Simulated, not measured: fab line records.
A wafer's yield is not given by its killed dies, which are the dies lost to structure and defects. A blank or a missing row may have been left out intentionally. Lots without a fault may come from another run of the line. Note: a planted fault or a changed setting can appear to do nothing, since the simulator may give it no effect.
Which of the tools did it? -- flow gf180mcu -- Sampling: 12 lots, 36 wafers, 5 of 602 route steps

## WHAT THE GAUGES READ, wafer by wafer
GF_M4_OVL_MEAS_15.
lot,measured,on,M4_OVL (nm)
L747,day 23 16:27,overlay-01,1 0 -5
L748,day 23 20:30,overlay-02,-8 -9 -14
L751,day 25 02:33,overlay-02,-6 -5 -7
L752,day 25 12:06,overlay-02,-1 -1 0
L753,day 25 16:01,overlay-01,4 -13 -2
L754,day 25 21:31,overlay-01,-1 0 1
L755,day 26 04:33,overlay-02,-3 -8 -12
L761,day 28 19:40,overlay-01,-10 -3 -8
L765,day 29 12:04,overlay-01,-1 -8 1
L768,day 30 05:50,overlay-01,4 -5 -1
L769,day 30 15:11,overlay-01,-7 -2 -11
L770,day 30 21:55,overlay-01,-10 -8 -10

GF_PASSIVATION_THK_MEAS_01.
lot,measured,on,PASSIVATION_CVD_00_THK (nm)
L747,day 28 10:05,film metro-02,1006 1011 1010
L748,day 28 14:40,film metro-01,1003 986 1009
L751,day 29 15:43,film metro-01,983 975 989
L752,day 29 22:50,film metro-01,982 993 1010
L753,day 30 02:31,film metro-02,964 976 996
L754,day 30 08:05,film metro-01,1002 1016 997
L755,day 30 14:14,film metro-04,985 1020 1008
L761,day 32 21:10,film metro-02,1013 1034 717
L765,day 33 10:57,film metro-01,973 1009 722
L768,day 34 03:22,film metro-04,977 998 977
L769,day 34 11:12,film metro-04,1001 991 1001
L770,day 34 16:05,film metro-04,1009 1001 990

## WHAT TOOL EACH LOT RAN ON (gives the tool, then ch and the chambers of the sampled wafers, and finally the start)
lot,GF_MIM_SPUTTER_04,GF_V5_STRIP_18,GF_PASSIVATION_CVD_00
L747,"pvd sputter-02, day 24 18:37","plasma asher-03 ch 0,1, day 27 12:01","pecvd-02 ch 1,2, day 28 09:58"
L748,"pvd sputter-03, day 24 22:16","plasma asher-02 ch 0,1, day 27 15:47","pecvd-02 ch 0,1,2, day 28 14:35"
L751,"pvd sputter-02, day 26 03:23","plasma asher-03 ch 0,1, day 28 17:20","pecvd-01 ch 1,2, day 29 15:37"
L752,"pvd sputter-03, day 26 12:43","plasma asher-04 ch 0,1, day 29 01:52","pecvd-01 ch 0,1, day 29 22:44"
L753,"pvd sputter-04, day 26 15:49","plasma asher-02 ch 0,1, day 29 05:20","pecvd-01 ch 0,1, day 30 02:26"
L754,"pvd sputter-02, day 26 21:11","plasma asher-04 ch 0,1, day 29 11:18","pecvd-01 ch 0,1,2, day 30 08:01"
L755,"pvd sputter-04, day 27 04:11","plasma asher-03 ch 0,1, day 29 17:16","pecvd-01 ch 0,1, day 30 14:10"
L761,"pvd sputter-03, day 29 18:05","plasma asher-04 ch 0,1, day 32 02:07","pecvd-01 ch 0,1,2, day 32 21:06"
L765,"pvd sputter-03, day 30 09:49","plasma asher-02 ch 0,1, day 32 16:14","pecvd-01 ch 0,1,2, day 33 10:52"
L768,"pvd sputter-02, day 31 03:10","plasma asher-03 ch 0,1, day 33 09:17","pecvd-02 ch 0,1,2, day 34 03:17"
L769,"pvd sputter-02, day 31 12:04","plasma asher-03 ch 0,1, day 33 17:47","pecvd-02 ch 1,2, day 34 11:07"
L770,"pvd sputter-02, day 31 18:07","plasma asher-03 ch 0,1, day 33 22:11","pecvd-02 ch 0,1,2, day 34 16:01"
- GF_MIM_SPUTTER_04: material TiN, target thk 50 nm, time 41.7 s.
- GF_V5_STRIP_18: strips in O2/N2.
- GF_PASSIVATION_CVD_00: deposits SiO2 from TEOS, target thk 1000 nm, time 111.95 s.

## WHAT THE TOOLS THEMSELVES READ (means of the sampled wafers that have a number; where no wafer has one, the mark that the record gives instead)
GF_MIM_SPUTTER_04.
lot,tool,throttle valve pct (%)
L747,pvd sputter-02,29.4
L748,pvd sputter-03,31.2
L751,pvd sputter-02,29.3
L752,pvd sputter-03,31.0
L753,pvd sputter-04,29.7
L754,pvd sputter-02,29.5
L755,pvd sputter-04,28.0
L761,pvd sputter-03,31.1
L765,pvd sputter-03,31.7
L768,pvd sputter-02,29.1
L769,pvd sputter-02,29.2
L770,pvd sputter-02,29.4

GF_V5_STRIP_18.
lot,tool,drypump motor current A (A),heater power w (W),n2 flow sccm (sccm),oes product au (a.u.)
L747,plasma asher-03,4.8,380,299.8,0.571
L748,plasma asher-02,6.4,339,300.0,0.568
L751,plasma asher-03,4.8,386,299.9,0.568
L752,plasma asher-04,5.2,305,299.9,0.570
L753,plasma asher-02,6.3,326,299.6,0.561
L754,plasma asher-04,5.3,301,299.7,0.570
L755,plasma asher-03,4.8,378,300.0,0.570
L761,plasma asher-04,5.3,318,300.0,0.569
L765,plasma asher-02,6.3,327,300.0,0.566
L768,plasma asher-03,4.8,376,299.9,0.570
L769,plasma asher-03,4.8,376,300.3,0.572
L770,plasma asher-03,4.8,385,300.8,0.571

GF_PASSIVATION_CVD_00.
lot,tool,heater power outer w (W),heater power w (W),susceptor temp C (C)
L747,pecvd-02,293,551,400.03
L748,pecvd-02,337,605,399.91
L751,pecvd-01,330,631,399.78
L752,pecvd-01,312,519,400.18
L753,pecvd-01,335,531,400.08
L754,pecvd-01,355,607,400.05
L755,pecvd-01,326,558,400.10
L761,pecvd-01,331,585,399.85
L765,pecvd-01,302,540,399.87
L768,pecvd-02,360,644,399.92
L769,pecvd-02,310,577,400.31
L770,pecvd-02,382,674,400.06

## THE ANSWER, worked out from the rows above alone
Rule: the usual values come from the lots themselves. Put in order of their means at a reading, lots are off if they are a third of the lots or fewer, leave a main group of 4 or more, and stand apart from it by a gap of 3 or more times the standard deviation of the main group's means; of several such gaps the widest counts. A main group is skipped when, at the precision printed for the reading in the tables above, its means are all equal. A lot without any number at a reading at which 4 lots or more have one is off too. Any other lot the step has rows for is counted as sound. First the gauges in route order, then the tools' own readings, where a lot's mean is used as printed above. At the first step where some lot is off, the reading lying furthest off is the one used; lots without a number count as furthest.
Off: L761, L765, seen at GF_PASSIVATION_THK_MEAS_01 (PASSIVATION_CVD_00_THK). The main group: mean 996 nm, standard deviation 9.9.
If a tool, at a process step before that reading, ran all the lots that are off and no sound lot after the first of them, it fits. Gauges at GF_PASSIVATION_THK_MEAS_01: tried the same way as those tools. 2 tools fit, pvd sputter-03 at GF_MIM_SPUTTER_04 and pecvd-01 at GF_PASSIVATION_CVD_00, so this cannot tell which one it is.

## WHAT THE SIMULATOR HAD PUT IN
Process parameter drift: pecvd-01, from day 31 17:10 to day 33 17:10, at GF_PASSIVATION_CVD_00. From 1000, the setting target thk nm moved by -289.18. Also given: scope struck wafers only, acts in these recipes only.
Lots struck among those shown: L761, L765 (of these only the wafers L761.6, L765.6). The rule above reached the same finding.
